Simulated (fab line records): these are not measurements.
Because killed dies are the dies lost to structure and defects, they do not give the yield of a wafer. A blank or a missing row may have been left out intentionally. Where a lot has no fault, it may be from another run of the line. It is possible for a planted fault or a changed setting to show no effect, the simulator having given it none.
fab line records	flow gf180mcu
record: lots: 24	wafers: 72	lastDay: 34
route steps=602 shown CONTACT@305 M4@473 V5@563 TOP_METAL@582 PASSIVATION@587
lots that met no fault: from a run of the same line without faults
startH: the number of hours between the record's first day and the start of the first shown wafer of the lot	waitH: how many hours have passed since the lot's step before this one	" the same as in the row above	L1.1+2: several wafers, shown together as one row	- no value, or no start given	* or withheld: withheld	< > ~ a bound
route shown NAME@n: NAME is a module with steps in the file, n the number in the route of the first one	usual: mean and standard deviation over wafers with no fault	same: alike in all rows	chamber/n: place in a boat	sites: per-site readings	_std_site: standard deviation across them	_edge_site: outer sites' mean less inner sites'	radiusMm: for every site, how far away it sits from the centre of the wafer	mask NAME#n: copy n	behind: the tool/chamber that last shaped the wafer	hold: the reason the lot was held/the length of the hold in hours/how it ended	device: transistor that didn't switch, given as n, p or np	end of line: at the end of the route, the tests of the same wafers	a step with no rows: only its recipe	killed: at the first sort, the dies lost to defects and structure; wafer yield is something else	map: per-die view of a wafer (x killed, . not killed, _ where there is no die)
set.NAME: the setting as run; set.NAME@STEP: as run at that earlier step	model.NAME: the simulator's own value behind a step, which no gauge read
a sample of lots followed through the steps of the route, with each step as a table and each wafer as a row
services: the hour from which a tool's chamber was out of use, counted from the record's first day as startH (under 0 if before that day), plus the number of hours and why
== steps ==
step: GF_CONTACT_STRIP_18
recipe: chemistry: O2/N2	powerW: 1400	pressureMtorr: 1500	platenTempC: 250	o2FlowSccm: 3000	n2FlowSccm: 300	overashFraction: 0.5
usual: drypumpMotorCurrentA: 5.7/0.77	heaterPowerW: 333/19	oesProductAu: 0.580/0.0049
lot.wafer	tool	chamber	startH	waitH	drypumpMotorCurrentA	heaterPowerW	oesProductAu	rfHoursCounterH
L074.2	plasmaAsher-04	1	370.93	-	6.7	346	0.585	66
L074.4	"	1	"	"	6.7	340	0.582	-
L074.5	"	1	"	"	6.7	350	0.572	-
L076.1	plasmaAsher-01	1	378.08	-	4.9	309	0.584	67
L076.3	"	0	"	"	6.7	373	0.588	-
L076.4	"	1	"	"	5.0	309	0.585	-
L075.1	plasmaAsher-01	0	383.23	-	6.8	368	0.574	67
L075.2	"	1	"	"	5.0	306	0.574	67
L075.3	"	0	"	"	6.7	378	0.574	-
L077.2	plasmaAsher-01	0	386.78	-	6.8	374	0.583	68
L077.5	"	0	"	"	6.7	369	0.589	-
L077.6	"	1	"	"	5.0	311	0.571	-
L078.2	plasmaAsher-03	1	399.68	-	5.7	327	0.576	79
L078.3	"	0	"	"	5.3	343	0.575	-
L078.5	"	1	"	"	5.6	322	0.580	-
L079.1	plasmaAsher-04	1	409.23	-	6.7	339	0.581	71
L079.3	"	1	"	"	6.7	344	0.587	-
L079.5	"	0	"	"	4.9	318	0.575	-
L080.1	plasmaAsher-04	1	418.93	-	6.7	348	0.586	72
L080.2	"	0	"	"	4.9	322	0.580	72
L080.4	"	1	"	"	6.7	345	0.578	-
L081.3	plasmaAsher-04	0	421.06	-	4.9	317	0.580	-
L081.4	"	1	"	"	6.7	346	0.581	-
L081.6	"	0	"	"	4.9	327	0.584	-
L082.1	plasmaAsher-03	0	428.88	-	5.3	353	0.580	84
L082.3	"	1	"	"	5.7	321	0.581	-
L082.6	"	0	"	"	5.3	344	0.581	-
L083.1	plasmaAsher-04	0	444.23	-	4.9	320	0.567	1
L083.3	"	0	"	"	5.0	323	0.581	-
L083.4	"	1	"	"	6.7	328	0.584	-
L084.2	plasmaAsher-01	1	452.28	-	5.0	307	0.579	74
L084.3	"	0	"	"	6.7	379	0.581	-
L084.4	"	1	"	"	5.0	312	0.584	-
L085.1	plasmaAsher-04	0	459.43	-	4.9	326	0.576	3
L085.2	"	1	"	"	6.7	333	0.587	3
L085.3	"	1	"	"	6.7	328	0.586	-
L086.2	plasmaAsher-04	0	467.58	-	5.0	312	0.576	4
L086.3	"	1	"	"	6.7	333	0.583	-
L086.6	"	1	"	"	6.7	329	0.569	-
L087.2	plasmaAsher-03	0	483.88	-	5.2	347	0.582	90
L087.4	"	1	"	"	5.7	319	0.571	-
L087.6	"	0	"	"	5.2	352	0.574	-
L088.1	plasmaAsher-04	1	494.28	-	6.7	328	0.576	7
L088.5	"	0	"	"	4.9	322	0.582	-
L088.6	"	1	"	"	6.7	331	0.582	-
L089.1	plasmaAsher-01	1	503.28	-	5.0	309	0.580	79
L089.3	"	0	"	"	6.7	361	0.581	-
L089.6	"	0	"	"	6.7	375	0.579	-
L090.1	plasmaAsher-04	0	506.73	-	4.9	321	0.584	8
L090.2	"	1	"	"	6.7	328	0.576	8
L090.5	"	0	"	"	4.9	326	0.582	-
L091.1	plasmaAsher-01	1	512.38	-	5.0	307	0.579	80
L091.5	"	0	"	"	6.7	379	0.580	-
L091.6	"	1	"	"	4.9	308	0.587	-
L092.1	plasmaAsher-03	0	523.03	-	5.3	355	0.581	95
L092.2	"	1	"	"	5.7	324	0.578	95
L092.4	"	1	"	"	5.7	321	0.578	-
L093.1	plasmaAsher-04	0	532.33	-	5.0	327	0.577	11
L093.2	"	1	"	"	6.7	326	0.583	11
L093.3	"	0	"	"	4.9	314	0.578	-
L094.1	plasmaAsher-03	1	538.48	-	5.7	329	0.582	96
L094.5	"	1	"	"	5.7	333	0.578	-
L094.6	"	0	"	"	5.3	350	0.581	-
L095.1	plasmaAsher-03	1	540.68	-	5.7	327	0.575	97
L095.3	"	1	"	"	5.7	324	0.581	-
L095.5	"	0	"	"	5.3	344	0.579	-
L096.1	plasmaAsher-04	0	557.73	-	4.9	331	0.581	12
L096.2	"	1	"	"	6.7	330	0.581	12
L096.3	"	1	"	"	6.7	332	0.578	-
L097.2	plasmaAsher-03	1	559.28	-	5.7	316	0.579	99
L097.3	"	0	"	"	5.2	343	0.584	-
L097.5	"	1	"	"	5.7	326	0.587	-
step: GF_M4_STRIP_17
recipe: chemistry: O2/N2	powerW: 1400	pressureMtorr: 1556	platenTempC: 250	o2FlowSccm: 3000	n2FlowSccm: 300	overashFraction: 0.5
usual: drypumpMotorCurrentA: 5.9/0.79	heaterPowerW: 328/23	oesProductAu: 0.558/0.005	stripTimeToEndpointS: 7.81/0.042
lot.wafer	tool	chamber	startH	waitH	drypumpMotorCurrentA	heaterPowerW	oesProductAu	rfHoursCounterH	stripTimeToEndpointS
L074.2	plasmaAsher-01	0	546.84	0.1	6.7	366	0.549	83	7.82
L074.4	"	1	"	"	5.0	302	0.561	-	7.79
L074.5	"	0	"	"	6.7	371	0.555	-	7.80
L076.1	plasmaAsher-01	0	554.58	0.1	6.7	385	0.558	84	7.83
L076.3	"	0	"	"	6.7	368	0.564	-	7.83
L076.4	"	1	"	"	5.0	307	0.558	-	7.80
L075.1	plasmaAsher-02	0	557.59	0.2	5.6	318	0.557	38	7.87
L075.2	"	1	"	"	6.4	303	0.551	38	7.86
L075.3	"	1	"	"	6.4	310	0.551	-	7.84
L077.2	plasmaAsher-01	0	561.43	0.1	6.7	370	0.552	85	7.84
L077.5	"	0	"	"	6.8	371	0.557	-	7.84
L077.6	"	1	"	"	5.0	308	0.563	-	7.83
L078.2	plasmaAsher-01	1	576.53	0.1	5.0	301	0.551	87	7.81
L078.3	"	0	"	"	6.7	372	0.564	-	7.87
L078.5	"	0	"	"	6.7	373	0.556	-	7.81
L079.1	plasmaAsher-02	1	583.43	0.1	6.4	308	0.557	40	7.78
L079.3	"	0	"	"	5.6	317	0.563	-	7.80
L079.5	"	1	"	"	6.5	306	0.558	-	7.81
L080.1	plasmaAsher-01	1	591.93	0.1	5.0	307	0.559	89	7.78
L080.2	"	0	"	"	6.7	374	0.560	89	7.79
L080.4	"	0	"	"	6.7	371	0.554	-	7.78
L081.3	plasmaAsher-04	0	592.41	0.1	5.0	326	0.559	-	7.86
L081.4	"	1	"	"	6.7	328	0.561	-	7.87
L081.6	"	1	"	"	6.7	328	0.558	-	7.84
L082.1	plasmaAsher-01	0	600.38	0.1	6.7	364	0.564	90	7.86
L082.3	"	1	"	"	5.0	305	0.559	-	7.84
L082.6	"	0	"	"	6.7	381	0.567	-	7.84
L083.1	plasmaAsher-04	0	613.52	0.1	5.0	322	0.551	18	7.80
L083.3	"	1	"	"	6.7	324	0.570	-	7.83
L083.4	"	0	"	"	5.0	318	0.556	-	7.80
L084.2	plasmaAsher-04	1	621.42	0.1	6.7	328	0.550	19	7.78
L084.3	"	0	"	"	5.0	327	0.558	-	7.77
L084.4	"	1	"	"	6.7	332	0.561	-	7.78
L085.1	plasmaAsher-01	0	626.73	0.1	6.7	368	0.553	93	7.77
L085.2	"	1	"	"	5.0	305	0.557	93	7.81
L085.3	"	0	"	"	6.7	366	0.556	-	7.83
L086.2	plasmaAsher-02	1	632.88	0.1	6.5	308	0.560	43	7.79
L086.3	"	1	"	"	6.4	312	0.555	-	7.76
L086.6	"	0	"	"	5.6	318	0.555	-	7.78
L087.2	plasmaAsher-01	1	647.82	0.1	5.0	308	0.553	95	7.83
L087.4	"	0	"	"	6.7	363	0.555	-	7.85
L087.6	"	1	"	"	5.0	312	0.557	-	7.82
L088.1	plasmaAsher-02	0	655.83	0.1	5.6	325	0.563	45	7.79
L088.5	"	1	"	"	6.4	306	0.551	-	7.80
L088.6	"	0	"	"	5.6	318	0.557	-	7.79
L089.1	plasmaAsher-02	1	663.72	0.1	6.5	306	0.550	46	7.76
L089.3	"	1	"	"	6.5	318	0.555	-	7.76
L089.6	"	1	"	"	6.5	308	0.552	-	7.77
L090.1	plasmaAsher-04	0	666.53	0.1	4.9	319	0.558	23	7.84
L090.2	"	1	"	"	6.7	325	0.563	23	7.82
L090.5	"	1	"	"	6.7	330	0.559	-	7.80
L091.1	plasmaAsher-02	1	670.58	0.1	6.4	306	0.559	47	7.73
L091.5	"	1	"	"	6.4	316	0.560	-	7.74
L091.6	"	0	"	"	5.6	315	0.557	-	7.77
L092.1	plasmaAsher-04	0	679.82	0.1	5.0	323	0.560	25	7.89
L092.2	"	1	"	"	6.7	319	0.571	25	7.89
L092.4	"	0	"	"	5.0	329	0.557	-	7.89
L093.1	plasmaAsher-01	0	688.82	0.1	6.7	375	0.555	99	7.80
L093.2	"	1	"	"	5.0	309	0.566	99	7.82
L093.3	"	1	"	"	5.0	307	0.559	-	7.82
L095.1	plasmaAsher-01	1	694.27	0.1	5.0	309	0.558	100	7.73
L095.3	"	1	"	"	5.0	316	0.551	-	7.72
L095.5	"	1	"	"	5.0	307	0.552	-	7.80
L094.1	plasmaAsher-04	1	694.69	0.2	6.7	327	0.559	27	7.77
L094.5	"	0	"	"	4.9	322	0.561	-	7.85
L094.6	"	1	"	"	6.7	318	0.568	-	7.83
L096.1	plasmaAsher-04	0	709.67	0.1	4.9	323	0.563	28	7.90
L096.2	"	1	"	"	6.7	321	0.561	28	7.90
L096.3	"	0	"	"	4.9	323	0.554	-	7.87
L097.2	plasmaAsher-04	1	710.68	0.1	6.7	329	0.557	28	7.72
L097.3	"	0	"	"	5.0	326	0.552	-	7.79
L097.5	"	1	"	"	6.7	330	0.561	-	7.78
step: GF_V5_CVD_23
recipe: material: W	targetThkNm: 350	timeS: 104.9	tempC: 400	pressureTorr: 40
usual: heaterPowerW: 990/63
lot.wafer	tool	chamber	startH	waitH	heaterPowerW
L074.2	cvdW-02	0	637.15	0.0	1054
L074.4	"	0	"	"	1098
L074.5	"	1	"	"	965
L076.1	cvdW-02	1	644.88	0.0	947
L076.3	"	0	"	"	1075
L076.4	"	1	"	"	925
L075.1	cvdW-01	1	646.46	0.0	1037
L075.2	"	0	"	"	914
L075.3	"	0	"	"	898
L077.2	cvdW-01	1	651.59	0.0	1014
L077.5	"	1	"	"	1034
L077.6	"	0	"	"	893
L078.2	cvdW-02	0	661.90	0.0	1033
L078.3	"	0	"	"	1069
L078.5	"	0	"	"	1042
L079.1	cvdW-01	1	669.73	0.0	1025
L079.3	"	1	"	"	1034
L079.5	"	1	"	"	1062
L080.1	cvdW-02	1	676.98	0.0	942
L080.2	"	0	"	"	1054
L080.4	"	1	"	"	963
L081.3	cvdW-02	1	679.28	0.1	940
L081.4	"	0	"	"	1050
L081.6	"	0	"	"	1036
L082.1	cvdW-02	0	685.60	0.0	1036
L082.3	"	1	"	"	920
L082.6	"	1	"	"	954
L083.1	cvdW-02	0	698.49	0.0	1061
L083.3	"	1	"	"	942
L083.4	"	0	"	"	1076
L084.2	cvdW-01	0	703.15	0.0	893
L084.3	"	1	"	"	1041
L084.4	"	0	"	"	910
L085.1	cvdW-01	1	710.70	0.0	1056
L085.2	"	0	"	"	907
L085.3	"	1	"	"	1031
L086.2	cvdW-02	1	714.54	0.0	946
L086.3	"	0	"	"	1086
L086.6	"	1	"	"	941
L087.2	cvdW-01	0	727.90	0.0	914
L087.4	"	0	"	"	911
L087.6	"	1	"	"	1056
L088.1	cvdW-02	0	735.46	0.0	1052
L088.5	"	1	"	"	916
L088.6	"	0	"	"	1054
L089.1	cvdW-01	1	743.97	0.0	1054
L089.3	"	0	"	"	914
L089.6	"	0	"	"	928
L090.1	cvdW-02	0	745.24	0.0	1080
L090.2	"	1	"	"	922
L090.5	"	1	"	"	964
L091.1	cvdW-02	0	749.71	0.0	1039
L091.5	"	0	"	"	1065
L091.6	"	1	"	"	964
L092.1	cvdW-01	1	757.40	0.0	1046
L092.2	"	0	"	"	920
L092.4	"	1	"	"	1032
L093.1	cvdW-01	0	765.55	0.0	923
L093.2	"	1	"	"	1029
L093.3	"	0	"	"	914
L094.1	cvdW-02	0	770.11	0.0	1042
L094.5	"	1	"	"	949
L094.6	"	0	"	"	1041
L095.1	cvdW-01	1	770.40	0.0	1026
L095.3	"	0	"	"	908
L095.5	"	1	"	"	1073
L096.1	cvdW-01	0	781.95	0.0	915
L096.2	"	1	"	"	1033
L096.3	"	1	"	"	1056
L097.2	cvdW-02	1	782.93	0.0	943
L097.3	"	0	"	"	1034
L097.5	"	1	"	"	942
step: GF_V5_THK_MEAS_25
recipe: thkMeasGauge: xrf	reads: W_of_V5_CVD_23
usual: V5_W_THK: 351/7
lot.wafer	tool	chamber	startH	waitH	V5_W_THK[nm]
L074.2	filmMetro-04	-	637.39	0.1	345
L074.4	"	-	"	"	347
L074.5	"	-	"	"	347
L076.1	filmMetro-04	-	645.11	0.1	350
L076.3	"	-	"	"	342
L076.4	"	-	"	"	348
L075.1	filmMetro-01	-	646.69	0.1	362
L075.2	"	-	"	"	354
L075.3	"	-	"	"	347
L077.2	filmMetro-04	-	651.83	0.1	352
L077.5	"	-	"	"	355
L077.6	"	-	"	"	340
L078.2	filmMetro-01	-	662.14	0.1	342
L078.3	"	-	"	"	343
L078.5	"	-	"	"	343
L079.1	filmMetro-03	-	669.96	0.1	368
L079.3	"	-	"	"	364
L079.5	"	-	"	"	365
L080.1	filmMetro-03	-	677.22	0.1	352
L080.2	"	-	"	"	346
L080.4	"	-	"	"	359
L081.3	filmMetro-03	-	679.49	0.1	352
L081.4	"	-	"	"	346
L081.6	"	-	"	"	349
L082.1	filmMetro-03	-	685.83	0.1	350
L082.3	"	-	"	"	356
L082.6	"	-	"	"	362
L083.1	filmMetro-03	-	698.72	0.1	353
L083.3	"	-	"	"	360
L083.4	"	-	"	"	354
L084.2	filmMetro-01	-	703.39	0.1	348
L084.3	"	-	"	"	358
L084.4	"	-	"	"	343
L085.1	filmMetro-03	-	710.93	0.1	366
L085.2	"	-	"	"	352
L085.3	"	-	"	"	363
L086.2	filmMetro-04	-	714.78	0.1	341
L086.3	"	-	"	"	342
L086.6	"	-	"	"	347
L087.2	filmMetro-03	-	728.14	0.1	349
L087.4	"	-	"	"	351
L087.6	"	-	"	"	358
L088.1	filmMetro-01	-	735.69	0.1	357
L088.5	"	-	"	"	362
L088.6	"	-	"	"	352
L089.1	filmMetro-03	-	744.20	0.1	358
L089.3	"	-	"	"	345
L089.6	"	-	"	"	347
L090.1	filmMetro-04	-	745.48	0.1	340
L090.2	"	-	"	"	340
L090.5	"	-	"	"	340
L091.1	filmMetro-01	-	749.94	0.1	349
L091.5	"	-	"	"	354
L091.6	"	-	"	"	357
L092.1	filmMetro-03	-	757.63	0.1	360
L092.2	"	-	"	"	345
L092.4	"	-	"	"	354
L093.1	filmMetro-03	-	765.78	0.1	352
L093.2	"	-	"	"	358
L093.3	"	-	"	"	345
L094.1	filmMetro-01	-	770.34	0.1	353
L094.5	"	-	"	"	352
L094.6	"	-	"	"	344
L095.1	filmMetro-04	-	770.63	0.1	351
L095.3	"	-	"	"	340
L095.5	"	-	"	"	352
L096.1	filmMetro-03	-	782.18	0.1	353
L096.2	"	-	"	"	360
L096.3	"	-	"	"	359
L097.2	filmMetro-01	-	783.18	0.1	351
L097.3	"	-	"	"	346
L097.5	"	-	"	"	352
step: GF_TOP_METAL_OVL_MEAS_15
usual: TOP_METAL_OVL: -0.5/1.4
lot.wafer	tool	chamber	startH	waitH	TOP_METAL_OVL[nm]
L074.2	overlay-02	-	658.33	0.1	-1.3
L074.4	"	-	"	"	-0.1
L074.5	"	-	"	"	-1.7
L076.1	overlay-01	-	664.78	0.1	-1.5
L076.3	"	-	"	"	-1.3
L076.4	"	-	"	"	-2.6
L075.1	overlay-01	-	667.03	0.1	1.0
L075.2	"	-	"	"	1.5
L075.3	"	-	"	"	0.5
L077.2	overlay-01	-	671.58	0.1	-0.6
L077.5	"	-	"	"	-1.8
L077.6	"	-	"	"	0.0
L078.2	overlay-02	-	681.83	0.1	1.9
L078.3	"	-	"	"	1.5
L078.5	"	-	"	"	0.6
L079.1	overlay-02	-	689.58	0.1	-0.6
L079.3	"	-	"	"	2.6
L079.5	"	-	"	"	-0.6
L080.1	overlay-02	-	696.83	0.1	-0.2
L080.2	"	-	"	"	-1.5
L080.4	"	-	"	"	-1.3
L081.3	overlay-01	-	698.54	0.1	-0.3
L081.4	"	-	"	"	-1.1
L081.6	"	-	"	"	-2.0
L082.1	overlay-01	-	704.58	0.1	-1.9
L082.3	"	-	"	"	-0.3
L082.6	"	-	"	"	0.1
L083.1	overlay-01	-	717.33	0.1	-1.9
L083.3	"	-	"	"	-0.2
L083.4	"	-	"	"	-0.5
L084.2	overlay-01	-	721.68	0.1	-1.1
L084.3	"	-	"	"	-3.7
L084.4	"	-	"	"	-2.9
L085.1	overlay-01	-	728.93	0.1	-2.2
L085.2	"	-	"	"	-1.9
L085.3	"	-	"	"	0.2
L086.2	overlay-01	-	732.63	0.1	2.8
L086.3	"	-	"	"	0.2
L086.6	"	-	"	"	1.8
L087.2	overlay-01	-	745.48	0.1	0.1
L087.4	"	-	"	"	-1.2
L087.6	"	-	"	"	0.4
L088.1	overlay-01	-	752.88	0.1	-0.6
L088.5	"	-	"	"	-0.5
L088.6	"	-	"	"	-1.6
L089.1	overlay-01	-	761.03	0.1	-0.5
L089.3	"	-	"	"	-0.7
L089.6	"	-	"	"	0.2
L090.1	overlay-01	-	762.80	0.1	0.8
L090.2	"	-	"	"	1.0
L090.5	"	-	"	"	0.7
L091.1	overlay-01	-	767.28	0.1	-0.3
L091.5	"	-	"	"	-0.8
L091.6	"	-	"	"	-1.4
L092.1	overlay-01	-	774.87	0.1	1.2
L092.2	"	-	"	"	2.1
L092.4	"	-	"	"	2.4
L093.1	overlay-01	-	781.72	0.1	0.3
L093.2	"	-	"	"	0.7
L093.3	"	-	"	"	-0.1
L094.1	overlay-01	-	787.08	0.1	0.6
L094.5	"	-	"	"	1.0
L094.6	"	-	"	"	0.5
L095.1	overlay-02	-	787.17	0.1	-3.2
L095.3	"	-	"	"	-1.4
L095.5	"	-	"	"	-0.8
L096.1	overlay-02	-	797.68	0.1	0.8
L096.2	"	-	"	"	0.5
L096.3	"	-	"	"	0.4
L097.2	overlay-01	-	799.33	0.1	-0.3
L097.3	"	-	"	"	-1.6
L097.5	"	-	"	"	-1.8
step: GF_PASSIVATION_CVD_00
recipe: material: SiO2	targetThkNm: 1000	precursor: TEOS	tempC: 400	timeS: 111.95	rfW: 600
usual: heaterPowerW: 648/69
lot.wafer	tool	chamber	startH	waitH	heaterPowerW
L074.2	pecvd-01	2	659.07	0.0	578
L074.4	"	2	"	"	650
L074.5	"	0	"	"	649
L076.1	pecvd-04	0	665.52	0.0	583
L076.3	"	1	"	"	624
L076.4	"	2	"	"	663
L075.1	pecvd-02	2	667.77	0.0	693
L075.2	"	1	"	"	732
L075.3	"	0	"	"	663
L077.2	pecvd-01	1	672.33	0.0	679
L077.5	"	2	"	"	642
L077.6	"	1	"	"	715
L078.2	pecvd-02	0	682.76	0.0	552
L078.3	"	1	"	"	742
L078.5	"	2	"	"	725
L079.1	pecvd-02	1	690.32	0.0	678
L079.3	"	0	"	"	679
L079.5	"	2	"	"	726
L080.1	pecvd-02	2	697.74	0.0	706
L080.2	"	0	"	"	625
L080.4	"	2	"	"	735
L081.3	pecvd-01	0	699.36	0.0	660
L081.4	"	1	"	"	601
L081.6	"	0	"	"	542
L082.1	pecvd-01	0	705.32	0.0	659
L082.3	"	0	"	"	667
L082.6	"	0	"	"	525
L083.1	pecvd-01	0	718.08	0.0	649
L083.3	"	2	"	"	711
L083.4	"	0	"	"	679
L084.2	pecvd-02	2	722.45	0.0	620
L084.3	"	1	"	"	752
L084.4	"	1	"	"	607
L085.1	pecvd-02	2	730.11	0.0	659
L085.2	"	1	"	"	689
L085.3	"	0	"	"	653
L086.2	pecvd-02	1	733.55	0.0	743
L086.3	"	2	"	"	642
L086.6	"	2	"	"	707
L087.2	pecvd-02	0	746.40	0.0	579
L087.4	"	2	"	"	700
L087.6	"	0	"	"	656
L088.1	pecvd-02	0	753.64	0.0	671
L088.5	"	2	"	"	648
L088.6	"	1	"	"	766
L089.1	pecvd-02	0	761.77	0.0	689
L089.3	"	2	"	"	705
L089.6	"	0	"	"	536
L090.1	pecvd-01	1	763.54	0.0	677
L090.2	"	0	"	"	584
L090.5	"	1	"	"	716
L091.1	pecvd-04	0	768.02	0.0	572
L091.5	"	0	"	"	459
L091.6	"	2	"	"	652
L092.1	pecvd-01	0	775.62	0.0	629
L092.2	"	2	"	"	638
L092.4	"	0	"	"	684
L093.1	pecvd-02	2	782.47	0.0	714
L093.2	"	1	"	"	710
L093.3	"	0	"	"	631
L094.1	pecvd-01	2	787.82	0.0	642
L094.5	"	2	"	"	686
L094.6	"	1	"	"	719
L095.1	pecvd-04	2	787.92	0.0	607
L095.3	"	1	"	"	625
L095.5	"	2	"	"	657
L096.1	pecvd-02	0	798.43	0.0	591
L096.2	"	1	"	"	742
L096.3	"	2	"	"	729
L097.2	pecvd-04	2	800.10	0.0	669
L097.3	"	1	"	"	663
L097.5	"	0	"	"	459
== services ==
tool	chamber	startH	hours	kind
cvdW-02	1	355.70	2.0	repair
plasmaAsher-01	-	363.03	3.8	repair
plasmaAsher-01	-	380.67	2.4	repair
cvdW-02	-	390.00	14.0	pm
plasmaAsher-01	-	394.37	1.5	repair
plasmaAsher-01	-	416.28	15.6	pm
plasmaAsher-04	-	421.25	9.0	pm
cvdW-02	0	422.92	1.5	repair
plasmaAsher-01	-	453.90	2.3	repair
plasmaAsher-01	-	462.78	0.4	repair
cvdW-02	-	508.80	14.6	pm
cvdW-02	-	523.40	6.9	pm
plasmaAsher-04	-	537.46	15.6	pm
cvdW-02	1	567.14	14.8	repair
plasmaAsher-01	-	579.10	2.2	repair
plasmaAsher-04	-	579.14	2.8	pm
pecvd-02	-	620.28	1.1	repair
pecvd-02	-	631.24	1.3	repair
pecvd-02	0	667.85	6.1	repair
pecvd-02	2	711.46	3.3	repair
plasmaAsher-01	-	750.34	1.3	repair
cvdW-02	-	758.15	2.8	pm
plasmaAsher-01	-	793.25	4.7	repair
plasmaAsher-04	-	793.50	0.8	repair
== key ==
fault none
